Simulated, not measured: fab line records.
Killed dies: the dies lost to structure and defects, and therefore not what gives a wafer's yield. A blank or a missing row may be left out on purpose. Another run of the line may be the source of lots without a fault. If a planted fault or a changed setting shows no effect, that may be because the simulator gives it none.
A struck lot beside a sound one ; flow sky130 ; 18 steps out of a route of 708
Sound: wafers L120.4, L120.5, L120.6. Wafers struck: L131.1, L131.3, L131.4. The cause is named last.
Per side, at each step with rows, come the tool, then ch with its chambers, and then its first start. Under that, the readings that differ: sound wafers ; struck wafers ; difference of the means ; sigmas: that difference in standard deviations of wafers without a fault.
alike: a reading whose means differ by less than 2 such deviations, as well as words and numbers matching on both sides. not compared: withheld readings; readings where some wafer has no value; bounds like >300 that might hide an equal value; numbers whose values overlap and for which the record gives no deviation.
The two part at a step that has a row with sigmas, a row that says differs or no value, or rows on one side only. When numbers do not overlap yet have no deviation, they are printed without sigmas and do not part them. Lack of a reading on every wafer of one side parts them only where that side has two or more wafers.

first, 2 steps without rows for these wafers: SKY_VT_ADJUST_LVTN_PEB_05; SKY_VT_ADJUST_LVTN_DEVELOP_06 (develop time 60 s).
SKY_VT_ADJUST_LVTN_OVL_MEAS_07:
  sound on overlay-02, day 9 00:16; struck on overlay-01, day 12 08:59
  alike: VT_ADJUST_LVTN_OVL
after that, 1 step had no rows for these wafers: SKY_VT_ADJUST_LVTN_IMPLANT_08.
SKY_VT_ADJUST_LVTN_STRIP_09: strips in O2/N2.
  sound on plasmaAsher-04 ch 0,1, day 9 00:28; struck on plasmaAsher-01 ch 0,1, day 12 09:10
  alike: drypumpMotorCurrentA, oesProductAu, stripTimeToEndpointS
  not compared: rfHoursCounterH
SKY_VT_ADJUST_LVTN_TW_MEAS_10:
  sound on filmMetro-01, day 9 00:34; struck on filmMetro-02, day 12 09:16
  alike: VT_ADJUST_LVTN_TW
then, 6 steps without rows for these wafers: SKY_VT_ADJUST_LVTN_DEHYDRATE_11 (time 60 s); SKY_VT_ADJUST_LVTN_HMDS_12 (prime time 60 s); SKY_VT_ADJUST_LVTN_COAT_13 (resist thk 1140 nm); SKY_VT_ADJUST_LVTN_SOFTBAKE_14 (time 60 s); SKY_VT_ADJUST_LVTN_EXPOSE_15 (exposes mask HVN STD DERIVED, target cd 600 nm); SKY_VT_ADJUST_LVTN_PEB_16.
SKY_VT_ADJUST_LVTN_DEVELOP_17: develop time 60 s.
  sound on lithoTrack-01 ch 0, day 9 22:03; struck on lithoTrack-02 ch 0, day 13 09:42
SKY_VT_ADJUST_LVTN_OVL_MEAS_18:
  sound on overlay-01, day 9 22:08; struck on overlay-02, day 13 09:51
reading;sound;struck;difference;sigmas
VT_ADJUST_LVTN_01_OVL (nm);-0.3 0.3 0.7;- - -;no value on the struck wafers;
after that, 1 step had no rows for these wafers: SKY_VT_ADJUST_LVTN_IMPLANT_19.
SKY_VT_ADJUST_LVTN_STRIP_20: strips in O2/N2.
  sound on plasmaAsher-04 ch 0,1, day 9 22:21; struck on plasmaAsher-02 ch 0,1, day 13 10:02
  alike: drypumpMotorCurrentA, oesProductAu, stripTimeToEndpointS
  not compared: rfHoursCounterH
SKY_VT_ADJUST_LVTN_TW_MEAS_21:
  sound on filmMetro-04, day 9 22:26; struck on filmMetro-01, day 13 10:08
reading;sound;struck;difference;sigmas
VT_ADJUST_LVTN_2_TW;188.3 187.9 187.8;29.6 29.7 29.8;-158.3;-83
then, 1 step without rows for these wafers: SKY_VT_ADJUST_NCORE_DEHYDRATE_00 (time 60 s).

== WHERE THEY PART ==
First at SKY_VT_ADJUST_LVTN_OVL_MEAS_18; last, within this record, at SKY_VT_ADJUST_LVTN_TW_MEAS_21.

WHY: whatever the simulator had introduced
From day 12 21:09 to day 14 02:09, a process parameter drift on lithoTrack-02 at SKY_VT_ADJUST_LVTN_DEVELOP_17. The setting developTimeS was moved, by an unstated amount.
